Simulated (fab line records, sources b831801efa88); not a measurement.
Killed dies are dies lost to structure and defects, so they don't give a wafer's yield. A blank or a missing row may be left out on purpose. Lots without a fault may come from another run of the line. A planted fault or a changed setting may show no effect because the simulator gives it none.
A struck lot beside a sound one | flow gf180mcu | 15 steps out of a route of 602
Sound: wafers L491.1, L491.3, L491.6. Struck: wafers L500.2, L500.4, L500.5. The cause comes at the end.
At each step with rows: each side's tool, then ch and its chambers, then its first start. Under that, the readings that differ: sound wafers | struck wafers | difference of the means | sigmas: that difference in standard deviations of wafers without a fault.
alike: readings whose means differ by less than 2 such deviations, and words and numbers that are the same on both sides. not compared: withheld readings, readings that some wafer has no value for, bounds like >300 that may hide the same value, and numbers for which the record gives no deviation and whose values overlap.
The two part at a step that has a row with sigmas, a row that says differs or no value, or rows on one side only. Numbers that don't overlap but have no deviation are shown without sigmas and don't part them. A reading that every wafer of one side lacks parts them only if that side has two wafers or more.

first, 1 step without rows for these wafers: GF_NWELL_DEVELOP_06 (develop time 60 s).
GF_NWELL_OVL_MEAS_07:
  sound on overlay-01, day 3 23:24; struck on overlay-01, day 6 08:27
  alike: NWELL_OVL
then, 2 steps without rows for these wafers: GF_NWELL_IMPLANT_08; GF_NWELL_IMPLANT_09.
GF_NWELL_STRIP_10: strips in O2/N2.
  sound on plasma_asher-02 ch 0,1, day 3 23:44; struck on plasma_asher-03 ch 0,1, day 6 08:47
  reading                      | sound             | struck            | difference | sigmas
  strip_time_to_endpoint_s (s) | 36.84 36.77 36.73 | 37.00 37.13 37.01 | +0.27      | +2
  alike: drypump_motor_current_A, heater_power_w, oes_product_au
  not compared: rf_hours_counter_h
GF_NWELL_TW_MEAS_11:
  sound on film_metro-04, day 3 23:52; struck on film_metro-01, day 6 08:53
  alike: NWELL_TW
then, 6 steps without rows for these wafers: GF_LVPWELL_DEHYDRATE_00 (time 60 s); GF_LVPWELL_HMDS_01 (prime time 60 s); GF_LVPWELL_COAT_02 (resist thk 3000 nm); GF_LVPWELL_SOFTBAKE_03; GF_LVPWELL_EXPOSE_04 (exposes mask LVPWELL, target cd 600 nm); GF_LVPWELL_PEB_05.
GF_LVPWELL_DEVELOP_06: develop time 60 s.
  sound on litho_track-04 ch 0, day 4 11:00; struck on litho_track-04 ch 0, day 7 00:00
  reading              | sound             | struck            | difference | sigmas
  developer_temp_C (C) | 23.16 23.18 22.93 | 22.09 22.15 22.11 | -0.97      | -9
  alike: chill_plate_temp_C
GF_LVPWELL_OVL_MEAS_07:
  sound on overlay-02, day 4 12:08; struck on overlay-02, day 7 00:20
  alike: LVPWELL_OVL
GF_PASSIVATION_PROBE_99:
  the record has rows for the sound wafers here (prober-01, day 29 18:58) and none for the struck ones

WHERE THEY PART
First at GF_NWELL_STRIP_10; last, within this record, at GF_PASSIVATION_PROBE_99.

WHY: what the simulator had put in
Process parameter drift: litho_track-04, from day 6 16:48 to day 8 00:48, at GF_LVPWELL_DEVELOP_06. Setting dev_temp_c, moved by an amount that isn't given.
